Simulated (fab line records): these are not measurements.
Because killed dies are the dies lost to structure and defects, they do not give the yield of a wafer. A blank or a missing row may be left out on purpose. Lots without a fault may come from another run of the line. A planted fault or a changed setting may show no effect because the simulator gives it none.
Split-lot trial -- flow sky130 -- 23 wafers read across 5 lots, on a route 708 steps long

## THE SPLIT ITSELF
At SKY_LDD_HVN_IMPLANT_08, the setting dose cm2 was moved away from the recipe's 3e+13 on 11 of the 23 wafers read, by -5.6% to +6.6%. This setting was run at the recipe's value on the other wafers.

## FROM THE SPLIT ON TO THE READING: in between, the file shows 1 step
- SKY_LDD_HVN_STRIP_09: strips in O2/N2

## THE READING
LDD_HVN_TW, at SKY_LDD_HVN_TW_MEAS_10. Typical for fault-free wafers on this fab line: 1447, with standard deviation 6.3.

wafer,"tool, chamber at the split",dose cm2 as run,against the recipe,LDD_HVN_TW,against lot-mates on the recipe
L074.1,"implanter-02, 0",3e+13,recipe,1452,-
L074.2,"implanter-02, 0",3e+13,recipe,1458,-
L074.6,"implanter-02, 0",3e+13,recipe,1446,-
L080.2,"implanter-02, 0",3e+13,recipe,1435,-
L080.3,"implanter-02, 0",3.114e+13,+3.8%,1459,+19
L080.4,"implanter-02, 0",3.114e+13,+3.8%,1461,+21
L080.5,"implanter-02, 0",3e+13,recipe,1439,-
L080.6,"implanter-02, 0",3e+13,recipe,1447,-
L081.1,"implanter-02, 0",3e+13,recipe,1440,-
L081.2,"implanter-02, 0",2.833e+13,-5.6%,1421,-22
L081.4,"implanter-02, 0",2.833e+13,-5.6%,1420,-23
L081.5,"implanter-02, 0",3e+13,recipe,1446,-
L081.6,"implanter-02, 0",2.833e+13,-5.6%,1421,-22
L082.1,"implanter-01, 0",3.197e+13,+6.6%,1468,+24
L082.3,"implanter-01, 0",3e+13,recipe,1446,-
L082.4,"implanter-01, 0",3e+13,recipe,1442,-
L082.5,"implanter-01, 0",3.197e+13,+6.6%,1472,+28
L082.6,"implanter-01, 0",3.197e+13,+6.6%,1472,+28
L085.1,"implanter-02, 0",3e+13,recipe,1445,-
L085.2,"implanter-02, 0",3.187e+13,+6.2%,1466,+24
L085.3,"implanter-02, 0",3e+13,recipe,1440,-
L085.5,"implanter-02, 0",3.187e+13,+6.2%,1475,+32
L085.6,"implanter-02, 0",3.187e+13,+6.2%,1480,+38

THE FIT
A straight line over all 23 wafers: LDD_HVN_TW changes by +4.28 for each +1% of dose cm2; r = +0.96; the points scatter about the line by 5.2.
The same after taking each lot's own level away (the mean of its wafers on the recipe; 23 wafers): +4.37 for each +1%; r = +0.97; scatter 4.2.
According to that fit, moving dose cm2 by its largest amount changes the reading by 29.
The lots' own levels span 1440.3 to 1452.0, that is 1.9 times the standard deviation above.
Consequently the slope shifts little with the lot-to-lot level, the two slopes agreeing.
Check: with one of the wafers moved furthest among these (+6.6%) left out of the fit, the line predicts +30.3 for it against its lot-mates. Against them it came out at +24.

## ADDITIONAL SPLITS CARRIED BY THESE WAFERS
Other splits were also applied to these wafers ahead of the reading. Each is held against what the fit with the lots' levels taken away leaves over:
other split on the same wafers,wafers away from the commonest value,r with LDD_HVN_TW (lot level and that fit taken away)
SKY_GATE_OXIDE_SOFTBAKE_06 time s,9,-0.27
SKY_POLY_GATE_COAT_08 spin rpm,10,+0.11
SKY_POLY_GATE_ETCH_15 source w,11,-0.09
SKY_LDD_N_IMPLANT_13 energy kev,10,+0.06
SKY_LDD_P_IMPLANT_09 dose cm2,6,+0.11

## THE FILE'S OWN FIT
LDD_HVN_TW changes by +4.46 for each +1% of dose cm2, r = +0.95.
